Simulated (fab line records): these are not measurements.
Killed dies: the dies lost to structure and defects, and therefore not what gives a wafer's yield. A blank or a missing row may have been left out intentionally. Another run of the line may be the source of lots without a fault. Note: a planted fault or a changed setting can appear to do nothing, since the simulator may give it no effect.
fab line records ; flow sky130
[record] lots = 7; wafers = 21; last-day = 50
route steps=708 shown METAL1@446 VIA1@458 PAD_OPEN@708
lots that met no fault: from a run of the same line without faults
start-h: hours from the record's first day to the start of the lot's first wafer shown ; wait-h: time in hours since the lot's previous step ; " the same as in the row above ; L1.1+2: one row covering several wafers at once ; - no value, or no start was given ; * or withheld: withheld ; < > ~ a bound
route shown NAME@n: a module of which the file shows steps, and the number in the route of the first ; usual: average and standard deviation across the fault-free wafers ; same: alike in all rows ; chamber/n: place in a boat ; sites: each site's reading ; _std_site: standard deviation of those values ; _edge_site: outer sites' mean less inner sites' ; radius-mm: how far each site lies from the wafer's centre ; mask NAME#n: copy n ; behind: the most recent tool/chamber to have shaped the wafer ; hold: reason for holding the lot/hours on hold/outcome of the hold ; device: the n, p or np transistor that did not switch ; end of line: tests of these same wafers at the route's end ; a step with no rows: only its recipe ; killed: dies lost to structure and defects at the first sort, not the wafer's yield ; map: the dies of a wafer, with x for killed, . for not killed, _ for no die there
set.NAME: the setting as run; set.NAME@STEP: as run at that earlier step ; model.NAME: the simulator's own value behind a step, which no gauge read
lots at some steps of the route; a table a step, a row a wafer
services: the hour from which a tool's chamber was out of use, counted from the record's first day as start-h (under 0 if before that day), plus the number of hours and why
[[steps]]
[step SKY_METAL1_EXPOSE_12]
[recipe] mask-id = MM1; na = 0.8; source-shape = annular; sigma-inner = 0.55; sigma-outer = 0.85; target-cd-nm = 140; dose-mj = 28
[step SKY_METAL1_PEB_13]
[recipe] peb-temp-c = withheld; peb-time-s = withheld; resist = KrF-thick
[step SKY_METAL1_DEVELOP_14]
[recipe] develop-time-s = 60; resist = KrF-thick; dev-temp-c = 21
[step SKY_METAL1_CD_MEAS_15]
[recipe] target-cd-nm = 140
[usual] cd-nm = 140.2/1.6
lot.wafer;tool;chamber;start-h;wait-h;cd-nm
L410.1;cd-sem-02;-;819.57;-;140.3
L410.4;cd-sem-02;-;819.57;-;140.0
L410.5;cd-sem-02;-;819.57;-;141.5
L411.2;cd-sem-01;-;819.58;-;139.1
L411.3;cd-sem-01;-;819.58;-;139.1
L411.5;cd-sem-01;-;819.58;-;137.2
L420.2;cd-sem-01;-;866.14;-;139.5
L420.4;cd-sem-01;-;866.14;-;139.8
L420.6;cd-sem-01;-;866.14;-;141.8
L427.1;cd-sem-02;-;907.12;-;139.4
L427.2;cd-sem-02;-;907.12;-;140.9
L427.6;cd-sem-02;-;907.12;-;141.1
L426.1;cd-sem-01;-;911.31;-;141.6
L426.3;cd-sem-01;-;911.31;-;140.1
L426.5;cd-sem-01;-;911.31;-;139.1
L428.4;cd-sem-02;-;912.47;-;138.3
L428.5;cd-sem-02;-;912.47;-;139.6
L428.6;cd-sem-02;-;912.47;-;140.5
L429.3;cd-sem-02;-;925.56;-;140.3
L429.4;cd-sem-02;-;925.56;-;140.8
L429.6;cd-sem-02;-;925.56;-;137.6
[step SKY_METAL1_OVL_MEAS_16]
[usual] METAL1_OVL = 4/5.3
lot.wafer;tool;chamber;start-h;wait-h;METAL1_OVL[nm]
L411.2;overlay-02;-;819.68;0.1;6
L411.3;overlay-02;-;819.68;0.1;15
L411.5;overlay-02;-;819.68;0.1;13
L410.1;overlay-01;-;819.69;0.1;-7
L410.4;overlay-01;-;819.69;0.1;4
L410.5;overlay-01;-;819.69;0.1;-6
L420.2;overlay-01;-;866.24;0.1;10
L420.4;overlay-01;-;866.24;0.1;9
L420.6;overlay-01;-;866.24;0.1;5
L427.1;overlay-02;-;907.24;0.1;6
L427.2;overlay-02;-;907.24;0.1;3
L427.6;overlay-02;-;907.24;0.1;2
L426.1;overlay-02;-;911.43;0.1;8
L426.3;overlay-02;-;911.43;0.1;7
L426.5;overlay-02;-;911.43;0.1;2
L428.4;overlay-01;-;912.55;0.1;1
L428.5;overlay-01;-;912.55;0.1;4
L428.6;overlay-01;-;912.55;0.1;5
L429.3;overlay-02;-;925.65;0.1;8
L429.4;overlay-02;-;925.65;0.1;7
L429.6;overlay-02;-;925.65;0.1;10
[step SKY_METAL1_DESCUM_17]
[recipe] chemistry = O2; source-power-w = 150; bias-power-w = 0; pressure-mtorr = 10; temp-c = 40; time-s = 8
[usual] drypump-motor-current-A = 5.79/0.21; oes-product-au = 1.007/0.012
lot.wafer;tool;chamber;start-h;wait-h;drypump-motor-current-A;oes-product-au;rf-hours-counter-h
L411.2;rie-metal-01;1;819.71;0.0;5.21;1.002;7
L411.3;rie-metal-01;0;819.71;0.0;5.78;1.001;-
L411.5;rie-metal-01;0;819.71;0.0;5.79;1.004;-
L410.1;rie-metal-03;1;819.72;0.0;5.70;1.009;7
L410.4;rie-metal-03;1;819.72;0.0;5.72;1.010;-
L410.5;rie-metal-03;1;819.72;0.0;5.73;1.005;-
L420.2;rie-metal-03;0;866.27;0.0;5.99;1.012;3
L420.4;rie-metal-03;0;866.27;0.0;5.98;1.014;-
L420.6;rie-metal-03;1;866.27;0.0;5.73;1.005;-
L427.1;rie-metal-04;1;907.27;0.0;5.91;1.016;12
L427.2;rie-metal-04;1;907.27;0.0;5.93;1.014;-
L427.6;rie-metal-04;1;907.27;0.0;5.92;1.012;-
L426.1;rie-metal-04;1;911.46;0.0;5.93;1.008;12
L426.3;rie-metal-04;1;911.46;0.0;5.92;1.019;-
L426.5;rie-metal-04;1;911.46;0.0;5.95;1.016;-
L428.4;rie-metal-03;1;912.57;0.0;5.71;1.014;-
L428.5;rie-metal-03;0;912.57;0.0;5.98;0.997;-
L428.6;rie-metal-03;1;912.57;0.0;5.76;1.005;-
L429.3;rie-metal-04;1;925.68;0.0;5.93;1.021;-
L429.4;rie-metal-04;0;925.68;0.0;5.75;0.999;-
L429.6;rie-metal-04;0;925.68;0.0;5.74;0.988;-
[step SKY_METAL1_ETCH_18]
[recipe] chemistry = N2/H2; target = BARC; ion-energy-ev = 200; bias-w = 100; pressure-mtorr = 30; n2-flow-sccm = 100; h2-flow-sccm = 200; icp-w = 500; stop-on = SiO2; time-s = 45.9; target-depth-a = 600
[usual] bias-w = 100.0/0.34; drypump-motor-current-A = 5.79/0.22; oes-product-au = 0.854/0.0045; throttle-valve-pct = 13.225/0.0086
lot.wafer;tool;chamber;start-h;wait-h;bias-w;drypump-motor-current-A;oes-product-au;rf-hours-counter-h;throttle-valve-pct
L411.2;rie-metal-01;1;819.74;0.0;99.8;5.25;0.856;7;13.230
L411.3;rie-metal-01;0;819.74;0.0;100.0;5.83;0.867;-;13.220
L411.5;rie-metal-01;0;819.74;0.0;100.1;5.78;0.861;-;13.229
L410.1;rie-metal-03;1;819.75;0.0;100.8;5.77;0.853;7;13.240
L410.4;rie-metal-03;1;819.75;0.0;100.6;5.74;0.853;-;13.212
L410.5;rie-metal-03;1;819.75;0.0;100.2;5.78;0.846;-;13.238
L420.2;rie-metal-03;0;866.30;0.0;99.8;5.99;0.864;3;13.214
L420.4;rie-metal-03;0;866.30;0.0;99.8;5.98;0.858;-;13.231
L420.6;rie-metal-03;1;866.30;0.0;100.5;5.76;0.853;-;13.229
L427.1;rie-metal-04;1;907.34;0.1;99.8;5.93;0.852;12;13.238
L427.2;rie-metal-04;1;907.34;0.1;99.8;5.96;0.856;-;13.231
L427.6;rie-metal-04;1;907.34;0.1;100.0;5.92;0.849;-;13.235
L426.1;rie-metal-04;1;911.53;0.1;100.0;5.94;0.856;13;13.214
L426.3;rie-metal-04;1;911.53;0.1;100.6;5.94;0.858;-;13.218
L426.5;rie-metal-04;1;911.53;0.1;100.6;5.93;0.855;-;13.218
L428.4;rie-metal-03;1;912.62;0.0;100.0;5.76;0.844;-;13.241
L428.5;rie-metal-03;0;912.62;0.0;100.0;5.97;0.854;-;13.230
L428.6;rie-metal-03;1;912.62;0.0;100.3;5.76;0.857;-;13.232
L429.3;rie-metal-04;1;925.73;0.0;100.2;5.95;0.853;-;13.223
L429.4;rie-metal-04;0;925.73;0.0;100.4;5.75;0.852;-;13.216
L429.6;rie-metal-04;0;925.73;0.0;99.9;5.73;0.854;-;13.212
[step SKY_METAL1_METAL_ETCH_19]
[recipe] target-depth-a = 3600; stop-on = SiO2; over-etch-frac = 0.3; time-s = 78; chemistry = Cl2/BCl3; resist-sidewall-deg = 88; pressure-mtorr = 10; icp-w = 900; bias-w = 48.5; Cl2_flow_sccm = 60; bcl3-flow-sccm = 30
[usual] bias-w = 48.51/0.13; drypump-motor-current-A = 5.79/0.22; oes-product-au = 0.853/0.0061; throttle-valve-pct = 22.263/0.0084
lot.wafer;tool;chamber;start-h;wait-h;bias-w;drypump-motor-current-A;oes-product-au;rf-hours-counter-h;throttle-valve-pct
L411.2;rie-metal-01;1;819.81;0.0;48.75;5.18;0.858;7;22.258
L411.3;rie-metal-01;0;819.81;0.0;48.37;5.83;0.850;-;22.276
L411.5;rie-metal-01;0;819.81;0.0;48.51;5.83;0.851;-;22.269
L410.1;rie-metal-03;1;819.82;0.0;48.45;5.76;0.850;7;22.272
L410.4;rie-metal-03;1;819.82;0.0;48.39;5.72;0.852;-;22.259
L410.5;rie-metal-03;1;819.82;0.0;48.54;5.76;0.852;-;22.270
L420.2;rie-metal-03;0;866.37;0.0;48.28;5.97;0.848;3;22.269
L420.4;rie-metal-03;0;866.37;0.0;48.48;5.99;0.846;-;22.258
L420.6;rie-metal-03;1;866.37;0.0;48.76;5.75;0.850;-;22.260
L427.1;rie-metal-04;1;907.46;0.1;48.55;5.91;0.852;12;22.255
L427.2;rie-metal-04;1;907.46;0.1;48.39;5.90;0.847;-;22.263
L427.6;rie-metal-04;1;907.46;0.1;48.54;5.94;0.840;-;22.251
L426.1;rie-metal-04;1;911.65;0.1;48.33;5.94;0.846;13;22.255
L426.3;rie-metal-04;1;911.65;0.1;48.35;5.89;0.851;-;22.268
L426.5;rie-metal-04;1;911.65;0.1;48.41;5.92;0.858;-;22.274
L428.4;rie-metal-03;1;912.69;0.1;48.65;5.78;0.845;-;22.263
L428.5;rie-metal-03;0;912.69;0.1;48.56;5.97;0.861;-;22.260
L428.6;rie-metal-03;1;912.69;0.1;48.46;5.76;0.854;-;22.253
L429.3;rie-metal-04;1;925.80;0.1;48.61;5.93;0.842;-;22.266
L429.4;rie-metal-04;0;925.80;0.1;48.45;5.76;0.846;-;22.265
L429.6;rie-metal-04;0;925.80;0.1;48.33;5.75;0.848;-;22.263
[step SKY_METAL1_STRIP_20]
[recipe] chemistry = O2/N2; power-w = 1400; pressure-mtorr = 1500; platen-temp-c = withheld; o2-flow-sccm = 3000; n2-flow-sccm = 300; overash-fraction = 0.5
[usual] drypump-motor-current-A = 5.6/0.48; oes-product-au = 0.341/0.0056; strip-time-to-endpoint-s = 2.66/0.059
lot.wafer;tool;chamber;start-h;wait-h;drypump-motor-current-A;oes-product-au;rf-hours-counter-h;strip-time-to-endpoint-s
L411.2;plasma-asher-02;0;819.90;0.1;5.0;0.338;73;2.73
L411.3;plasma-asher-02;1;819.90;0.1;5.5;0.343;-;2.68
L411.5;plasma-asher-02;0;819.90;0.1;5.0;0.341;-;2.66
L410.1;plasma-asher-03;0;819.91;0.1;5.8;0.335;7;2.66
L410.4;plasma-asher-03;0;819.91;0.1;5.8;0.336;-;2.66
L410.5;plasma-asher-03;0;819.91;0.1;5.8;0.339;-;2.66
L420.2;plasma-asher-02;1;866.46;0.1;5.5;0.333;77;2.59
L420.4;plasma-asher-02;0;866.46;0.1;5.0;0.339;-;2.64
L420.6;plasma-asher-02;0;866.46;0.1;5.0;0.340;-;2.59
L427.1;plasma-asher-02;0;907.64;0.1;5.0;0.339;82;2.60
L427.2;plasma-asher-02;1;907.64;0.1;5.5;0.340;82;2.65
L427.6;plasma-asher-02;0;907.64;0.1;5.0;0.337;-;2.65
L426.1;plasma-asher-02;1;911.83;0.1;5.5;0.338;82;2.60
L426.3;plasma-asher-02;0;911.83;0.1;5.0;0.335;-;2.61
L426.5;plasma-asher-02;0;911.83;0.1;5.0;0.342;-;2.63
L428.4;plasma-asher-03;0;912.78;0.1;5.8;0.347;-;2.64
L428.5;plasma-asher-03;1;912.78;0.1;6.4;0.348;-;2.69
L428.6;plasma-asher-03;0;912.78;0.1;5.8;0.337;-;2.63
L429.3;plasma-asher-02;1;925.89;0.1;5.5;0.331;-;2.57
L429.4;plasma-asher-02;0;925.89;0.1;5.0;0.337;-;2.69
L429.6;plasma-asher-02;1;925.89;0.1;5.5;0.341;-;2.64
[step SKY_METAL1_STRIP_21]
[recipe] chemistry = post-etch-residue-remover; time-s = 1200; temp-c = 72.5
[step SKY_METAL1_CLEAN_22]
[recipe] chemistry = IPA; time-s = 180; temp-c = 25
[step SKY_METAL1_CLEAN_23]
[recipe] chemistry = O3/DIW; dry = n2-spin
[step SKY_VIA1_HDPCVD_00]
[recipe] material = SiO2; target-thk-nm = 1030; sigma-open-frac = 0.3; time-s = 171.7; temp-c = 400; sih4-flow-sccm = 60; pressure-mtorr = 6
[usual] susceptor-temp-C = 400.00/0.21
lot.wafer;tool;chamber;start-h;wait-h;susceptor-temp-C;model.SiO2_of_VIA1_HDPCVD_00.thk-nm
L411.2;hdpcvd-02;1;820.54;0.0;400.25;1017
L411.3;hdpcvd-02;0;820.54;0.0;400.14;1042
L411.5;hdpcvd-02;1;820.54;0.0;400.18;1027
L410.1;hdpcvd-01;0;820.59;0.0;400.05;1021
L410.4;hdpcvd-01;0;820.59;0.0;400.05;1027
L410.5;hdpcvd-01;1;820.59;0.0;399.64;1028
L420.2;hdpcvd-01;0;867.05;0.0;400.20;1019
L420.4;hdpcvd-01;0;867.05;0.0;399.68;1018
L420.6;hdpcvd-01;2;867.05;0.0;400.14;1027
L427.1;hdpcvd-01;0;908.27;0.0;400.08;1511
L427.2;hdpcvd-01;2;908.27;0.0;400.23;1518
L427.6;hdpcvd-01;2;908.27;0.0;400.21;1523
L426.1;hdpcvd-01;0;912.44;0.0;400.21;1506
L426.3;hdpcvd-01;2;912.44;0.0;399.63;1499
L426.5;hdpcvd-01;0;912.44;0.0;399.97;1505
L428.4;hdpcvd-02;1;913.40;0.1;400.04;1023
L428.5;hdpcvd-02;2;913.40;0.1;400.27;1032
L428.6;hdpcvd-02;0;913.40;0.1;399.65;1030
L429.3;hdpcvd-01;1;926.49;0.0;400.03;1514
L429.4;hdpcvd-01;2;926.49;0.0;399.94;1516
L429.6;hdpcvd-01;1;926.49;0.0;400.22;1504
[step SKY_VIA1_THK_MEAS_01]
[recipe] reads = SiO2_of_VIA1_HDPCVD_00
[usual] VIA1_HDPCVD_THK = 1031/11
lot.wafer;tool;chamber;start-h;wait-h;VIA1_HDPCVD_THK[nm]
L411.2;film-metro-01;-;820.67;0.1;1016
L411.3;film-metro-01;-;820.67;0.1;1043
L411.5;film-metro-01;-;820.67;0.1;1027
L410.1;film-metro-04;-;820.70;0.1;1021
L410.4;film-metro-04;-;820.70;0.1;1028
L410.5;film-metro-04;-;820.70;0.1;1027
L420.2;film-metro-04;-;867.17;0.1;1019
L420.4;film-metro-04;-;867.17;0.1;1017
L420.6;film-metro-04;-;867.17;0.1;1027
L427.1;film-metro-03;-;908.38;0.1;1511
L427.2;film-metro-03;-;908.38;0.1;1518
L427.6;film-metro-03;-;908.38;0.1;1522
L426.1;film-metro-03;-;912.55;0.1;1505
L426.3;film-metro-03;-;912.55;0.1;1499
L426.5;film-metro-03;-;912.55;0.1;1504
L428.4;film-metro-04;-;913.48;0.0;1023
L428.5;film-metro-04;-;913.48;0.0;1031
L428.6;film-metro-04;-;913.48;0.0;1029
L429.3;film-metro-04;-;926.62;0.1;1514
L429.4;film-metro-04;-;926.62;0.1;1516
L429.6;film-metro-04;-;926.62;0.1;1505
[step SKY_VIA1_CMP_02]
[recipe] material = SiO2; down-force-psi = 4; platen-rpm = 60; pad-velocity-m-s = 0.94248
[usual] motor-current-A = 12.2/1.3
lot.wafer;tool;chamber;start-h;wait-h;motor-current-A
L411.3;cmp-02;3;820.72;0.0;9.6
L411.2;cmp-02;2;820.72;0.0;12.0
L411.5;cmp-02;0;820.72;0.0;13.0
L410.1;cmp-01;2;820.76;0.1;12.7
L410.4;cmp-01;1;820.76;0.1;12.0
L410.5;cmp-01;3;820.76;0.1;10.6
L420.2;cmp-01;1;867.22;0.0;12.0
L420.4;cmp-01;2;867.22;0.0;12.6
L420.6;cmp-01;1;867.22;0.0;11.7
L427.2;cmp-01;0;908.54;0.1;14.2
L427.1;cmp-01;1;908.54;0.1;12.0
L427.6;cmp-01;2;908.54;0.1;13.1
L426.3;cmp-01;0;912.61;0.0;13.9
L426.1;cmp-01;3;912.61;0.0;11.6
L426.5;cmp-01;0;912.61;0.0;13.6
L428.4;cmp-01;3;913.66;0.2;10.8
L428.6;cmp-01;0;913.66;0.2;12.6
L428.5;cmp-01;1;913.66;0.2;12.4
L429.4;cmp-01;0;926.83;0.2;14.1
L429.3;cmp-01;1;926.83;0.2;12.0
L429.6;cmp-01;1;926.83;0.2;11.6
[step SKY_PAD_OPEN_PROBE_99]
[usual] killed_at_M0_to_M3 = 43/7.5; killed_at_M4_up = 2.8/1.8; killed-at-contacts = 24/5.3; killed-at-front-end = 14/4.2; killed-at-other = 0.3/0.54; killed-dies = 84/9.4; killed-open = 46/7.1; killed-short = 38/6.6
[same] gross-dies = 492; killed-at-back-side = 0
lot.wafer;tool;chamber;start-h;wait-h;killed_at_M0_to_M3;killed_at_M4_up;killed-at-contacts;killed-at-front-end;killed-at-other;killed-dies;killed-open;killed-short
L427.1;prober-02;-;1180.93;0.1;40;3;18;15;1;77;44;33
L427.2;prober-02;-;1180.98;0.1;32;2;26;18;0;78;40;38
L427.6;prober-02;-;1181.18;0.2;52;5;24;7;0;88;51;37
// killed by level:class
L427.1 VIA1:geometric-particle:open=9 VIA2:geometric-particle:open=9 CONTACT:geometric-particle:open=7 VIA3:geometric-particle:open=6 FIELD_ISO:geometric-particle:open=4 FIELD_ISO:geometric-particle:short=4 POLY_GATE:geometric-particle:short=4 LI_CONTACT:geometric-particle:open=4
L427.2 LOCAL_INTERCONNECT:geometric-particle:short=7 CONTACT:geometric-particle:open=7 VIA2:geometric-particle:open=7 LI_CONTACT:geometric-particle:open=5 VIA1:geometric-particle:short=5 VIA1:geometric-particle:open=5 METAL2:geometric-particle:short=5 FIELD_ISO:geometric-particle:open=4
L427.6 VIA2:geometric-particle:open=9 CONTACT:geometric-particle:open=9 METAL1:geometric-particle:short=9 VIA1:geometric-particle:open=7 LI_CONTACT:geometric-particle:open=6 VIA3:geometric-particle:open=6 METAL2:geometric-particle:short=6 FIELD_ISO:geometric-particle:open=5
[[services]]
tool;chamber;start-h;hours;kind
plasma-asher-03;-;828.68;3.6;repair
rie-metal-04;-;831.22;2.8;pm
hdpcvd-02;-;843.49;14.6;pm
cmp-02;-;851.21;0.7;repair
rie-metal-03;0;867.42;2.0;repair
rie-metal-01;0;879.50;2.3;repair
rie-metal-01;0;890.76;28.6;repair
rie-metal-04;0;897.29;-;clean
rie-metal-04;0;897.29;19.5;scheduled-down
rie-metal-04;0;897.29;19.5;vent-cycle
rie-metal-01;1;901.53;36.5;repair
cmp-01;-;907.13;0.4;repair
hdpcvd-02;-;910.84;0.8;repair
cmp-02;-;912.06;4.0;pm
cmp-02;-;916.06;-;consumable-replace:conditioner
cmp-02;-;916.06;-;consumable-replace:pad
[[key]]
[first-sign] step = SKY_VIA1_THK_MEAS_01; reading = VIA1_HDPCVD_THK; direction = up; sigmas = 43; usual = 1031; struck = 1510
effect none on later readings
[model-effect] step = SKY_VIA1_HDPCVD_00; value = SiO2_of_VIA1_HDPCVD_00.thk-nm; without = 1033; struck = 1510
met-at SKY_VIA1_HDPCVD_00
struck-wafers L426.1,L426.3,L426.5,L427.1,L427.2,L427.6,L429.3,L429.4,L429.6
tester-left-out L426,L429
onset-between 867.05 908.27
also-fits SKY_METAL1_DESCUM_17:rie-metal-04,SKY_METAL1_ETCH_18:rie-metal-04,SKY_METAL1_METAL_ETCH_19:rie-metal-04,SKY_METAL1_STRIP_20:plasma-asher-02
[earlier-fault] kind = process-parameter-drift; tool = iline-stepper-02; chamber = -; onset-h = 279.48; steps = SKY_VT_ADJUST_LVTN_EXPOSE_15; channel = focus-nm; offset = 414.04; spread-by-wafer = 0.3; shape = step; end-h = 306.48
[fault] kind = process-parameter-drift; tool = hdpcvd-01; chamber = -; onset-h = 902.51; steps = SKY_VIA1_HDPCVD_00; channel = target-thk-nm; offset = 477.83; shape = step; end-h = 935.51; acts-in = these-recipes-only; stated = 1030
// tester-left-out: of these lots the tester's yield and bins aren't shown, on N5 and GAA mostly nor the transistor test; their killed dies are dies lost to structure and defects alone, not to doping, threshold or leakage, so they don't give the yield
